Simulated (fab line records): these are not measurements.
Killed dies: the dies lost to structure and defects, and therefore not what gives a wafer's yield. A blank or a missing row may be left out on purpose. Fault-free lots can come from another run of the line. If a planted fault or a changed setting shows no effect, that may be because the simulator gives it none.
What tool caused it? / flow sky130 / Sampling: 11 lots, 33 wafers, 4 of 708 route steps

WHAT THE GAUGES SHOWED, per wafer
SKY_DNWELL_TW_MEAS_09.
lot=L903; measured=day 3 04:35; on=filmMetro-04; DNWELL_TW=1108 1117 1118
lot=L906; measured=day 3 19:34; on=filmMetro-02; DNWELL_TW=1110 1116 1110
lot=L907; measured=day 4 09:31; on=filmMetro-02; DNWELL_TW=1107 1104 1101
lot=L908; measured=day 5 03:14; on=filmMetro-01; DNWELL_TW=1103 1103 1099
lot=L909; measured=day 5 03:23; on=filmMetro-02; DNWELL_TW=1116 1122 1114
lot=L910; measured=day 5 03:35; on=filmMetro-04; DNWELL_TW=1104 1106 1107
lot=L911; measured=day 5 20:52; on=filmMetro-04; DNWELL_TW=1104 1098 1100
lot=L912; measured=day 5 21:13; on=filmMetro-01; DNWELL_TW=1102 1099 1103
lot=L913; measured=day 5 21:29; on=filmMetro-02; DNWELL_TW=1114 1121 1117
lot=L924; measured=day 8 02:35; on=filmMetro-04; DNWELL_TW=1105 1106 1101
lot=L926; measured=day 8 11:01; on=filmMetro-04; DNWELL_TW=1098 1099 1099

SKY_NWELL_TW_MEAS_15.
lot=L903; measured=day 4 12:16; on=filmMetro-04; NWELL_TW=1804 1812 1818
lot=L906; measured=day 5 04:04; on=filmMetro-04; NWELL_TW=1808 1802 1800
lot=L907; measured=day 5 18:32; on=filmMetro-04; NWELL_TW=1814 1818 1813
lot=L908; measured=day 6 14:28; on=filmMetro-01; NWELL_TW=1803 1801 1804
lot=L909; measured=day 6 14:39; on=filmMetro-02; NWELL_TW=1808 1825 1820
lot=L910; measured=day 6 15:10; on=filmMetro-02; NWELL_TW=1811 1818 1826
lot=L911; measured=day 7 10:46; on=filmMetro-02; NWELL_TW=1816 1810 1822
lot=L912; measured=day 7 11:04; on=filmMetro-02; NWELL_TW=1820 1821 1812
lot=L913; measured=day 7 11:08; on=filmMetro-01; NWELL_TW=1792 1793 1801
lot=L924; measured=day 9 22:37; on=filmMetro-02; NWELL_TW=1832 1821 1831
lot=L926; measured=day 10 07:37; on=filmMetro-04; NWELL_TW=1824 1825 1808

SKY_LI_CONTACT_THK_MEAS_01.
lot=L903; measured=day 28 11:08; on=filmMetro-01; LI_CONTACT_HDPCVD_THK (nm)=920 928 928
lot=L906; measured=day 28 21:17; on=filmMetro-02; LI_CONTACT_HDPCVD_THK (nm)=915 922 937
lot=L907; measured=day 29 06:09; on=filmMetro-03; LI_CONTACT_HDPCVD_THK (nm)=933 935 934
lot=L908; measured=day 30 22:25; on=filmMetro-03; LI_CONTACT_HDPCVD_THK (nm)=936 929 923
lot=L909; measured=day 31 02:52; on=filmMetro-03; LI_CONTACT_HDPCVD_THK (nm)=937 929 923
lot=L910; measured=day 31 01:06; on=filmMetro-03; LI_CONTACT_HDPCVD_THK (nm)=935 929 939
lot=L911; measured=day 32 12:55; on=filmMetro-03; LI_CONTACT_HDPCVD_THK (nm)=935 925 932
lot=L912; measured=day 32 10:18; on=filmMetro-03; LI_CONTACT_HDPCVD_THK (nm)=932 934 933
lot=L913; measured=day 32 08:17; on=filmMetro-02; LI_CONTACT_HDPCVD_THK (nm)=928 933 921
lot=L924; measured=day 35 05:28; on=filmMetro-01; LI_CONTACT_HDPCVD_THK (nm)=934 1065 1061
lot=L926; measured=day 35 14:11; on=filmMetro-01; LI_CONTACT_HDPCVD_THK (nm)=944 1064 939

WHICH TOOL RAN EACH LOT (tool, then ch and the chambers of the sampled wafers, then the start)
lot=L903; SKY_LI_CONTACT_HDPCVD_00=hdpcvd-01 ch 0,2, day 28 11:02
lot=L906; SKY_LI_CONTACT_HDPCVD_00=hdpcvd-02 ch 0,1,2, day 28 21:11
lot=L907; SKY_LI_CONTACT_HDPCVD_00=hdpcvd-02 ch 0,1, day 29 06:03
lot=L908; SKY_LI_CONTACT_HDPCVD_00=hdpcvd-02 ch 1,2, day 30 22:19
lot=L909; SKY_LI_CONTACT_HDPCVD_00=hdpcvd-01 ch 0,1, day 31 02:44
lot=L910; SKY_LI_CONTACT_HDPCVD_00=hdpcvd-01 ch 0,1,2, day 31 01:00
lot=L911; SKY_LI_CONTACT_HDPCVD_00=hdpcvd-02 ch 1,2, day 32 12:48
lot=L912; SKY_LI_CONTACT_HDPCVD_00=hdpcvd-02 ch 0,1,2, day 32 10:12
lot=L913; SKY_LI_CONTACT_HDPCVD_00=hdpcvd-02 ch 1,2, day 32 08:10
lot=L924; SKY_LI_CONTACT_HDPCVD_00=hdpcvd-02 ch 0,1, day 35 05:21
lot=L926; SKY_LI_CONTACT_HDPCVD_00=hdpcvd-02 ch 0,1, day 35 14:04
- SKY_LI_CONTACT_HDPCVD_00: deposits PSG, target thk 930 nm, time 155 s.

WHAT THE TOOLS THEMSELVES READ (means of the sampled wafers that have a number; where no wafer has one, the mark that the record gives instead)
SKY_LI_CONTACT_HDPCVD_00.
lot=L903; tool=hdpcvd-01; runLengthS (s)=181.8
lot=L906; tool=hdpcvd-02; runLengthS (s)=183.1
lot=L907; tool=hdpcvd-02; runLengthS (s)=182.9
lot=L908; tool=hdpcvd-02; runLengthS (s)=183.1
lot=L909; tool=hdpcvd-01; runLengthS (s)=182.3
lot=L910; tool=hdpcvd-01; runLengthS (s)=182.0
lot=L911; tool=hdpcvd-02; runLengthS (s)=183.0
lot=L912; tool=hdpcvd-02; runLengthS (s)=183.2
lot=L913; tool=hdpcvd-02; runLengthS (s)=183.1
lot=L924; tool=hdpcvd-02; runLengthS (s)=197.2
lot=L926; tool=hdpcvd-02; runLengthS (s)=190.0

THE ANSWER, worked out from the rows above alone
Rule: the lots themselves supply what counts as usual. Put in order of their means at a reading, lots are off if they are a third of the lots or fewer, leave a main group of 4 or more, and stand apart from it by a gap of 3 or more times the standard deviation of the main group's means; of several such gaps the widest counts. If all means in a main group match to the digits the tables above print for the reading, that group is not used. Also off: a lot with no number at a reading for which 4 or more lots have one. The other lots that the step has rows for count as sound. Order of review: gauges by route order, followed by the tools' own readings, for which a lot's mean as printed above is used. At the first step where some lot is off, the reading lying furthest off is the one used; lots without a number count as furthest.
Off: at SKY_LI_CONTACT_THK_MEAS_01 (LI_CONTACT_HDPCVD_THK), L924, L926. Mean 930 nm and standard deviation 3.4 in the main group.
If a tool, at a process step before that reading, ran all the lots that are off and no sound lot after the first of them, it fits. The gauges at SKY_LI_CONTACT_THK_MEAS_01 aren't tried: what is off there is off at SKY_LI_CONTACT_HDPCVD_00 too, on other tools, and a gauge's error can't cause that. One candidate fits, namely hdpcvd-02 at SKY_LI_CONTACT_HDPCVD_00. Its last sound lot is L911 (day 32 12:48), its first lot that is off L924 (day 35 05:21): a fault that began between those two fits.
The tool's own readings at SKY_LI_CONTACT_HDPCVD_00 bear it out: on the lots that are off they differ by more than 5 times the standard deviation of the sound lots' means. runLengthS reads 193.6 s there against 182.7 s on the sound lots.

WHAT THE SIMULATOR HAD PUT IN
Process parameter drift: hdpcvd-02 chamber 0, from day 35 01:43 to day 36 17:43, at SKY_LI_CONTACT_HDPCVD_00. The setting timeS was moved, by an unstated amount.
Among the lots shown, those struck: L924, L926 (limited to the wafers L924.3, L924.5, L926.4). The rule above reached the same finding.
